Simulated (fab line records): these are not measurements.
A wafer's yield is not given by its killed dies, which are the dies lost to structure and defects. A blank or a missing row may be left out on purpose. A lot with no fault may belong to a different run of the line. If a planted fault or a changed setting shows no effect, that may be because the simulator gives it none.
The same fault as seen by 2 desks ; flow gf180mcu ; only its own numbers are on each desk; what lay behind them is given at the end

TOOL OWNER'S DESK, pvd sputter-03
The tool's own readings at GF_MIM_SPUTTER_02 (material AlCu, target thk 450 nm, time 23.9 s): means of the sampled wafers that have a number, for each lot that ran on this tool. The brackets show how far a lot's mean lies from the usual mean; more than 4 standard deviations puts the lot out of limits, marked OUT.
Columns: A = throttle valve pct at GF_MIM_SPUTTER_02, usual 29.6 %
lot;first seen here;A
L969;day 25 06:20;29.8
L971;day 26 01:56;29.1
L983;day 29 17:23;29.0
L984;day 30 04:46;29.9
This desk found nothing out of limits on any of the 4 lots.

AT THE METROLOGY DESK
Lot by lot, what the gauges showed, no matter which tool ran the lot: averages of those sampled wafers that carry a number. The brackets show how far a lot's mean lies from the usual mean; more than 4 standard deviations puts the lot out of limits, marked OUT.
Columns: A = V5_W_THK at GF_V5_THK_MEAS_25, usual 343 nm
lot;first seen here;A
L967;day 27 11:29;342
L969;day 27 23:24;342
L971;day 28 16:53;337
L972;day 29 05:07;342
L974;day 29 14:29;337
L975;day 29 21:25;342
L983;day 32 01:40;342
L984;day 32 11:47;343
L986;day 32 20:53;348
L987;day 33 04:38;346
L988;day 33 09:12;343
L989;day 33 12:03;341
L990;day 33 23:14;348
This desk found nothing out of limits on any of the 13 lots.

BROUGHT TOGETHER
The tool owner's desk saw nothing out of limits.
Metrology desk: nothing out of limits seen.

WHAT HAD BEEN PUT IN BY THE SIMULATOR
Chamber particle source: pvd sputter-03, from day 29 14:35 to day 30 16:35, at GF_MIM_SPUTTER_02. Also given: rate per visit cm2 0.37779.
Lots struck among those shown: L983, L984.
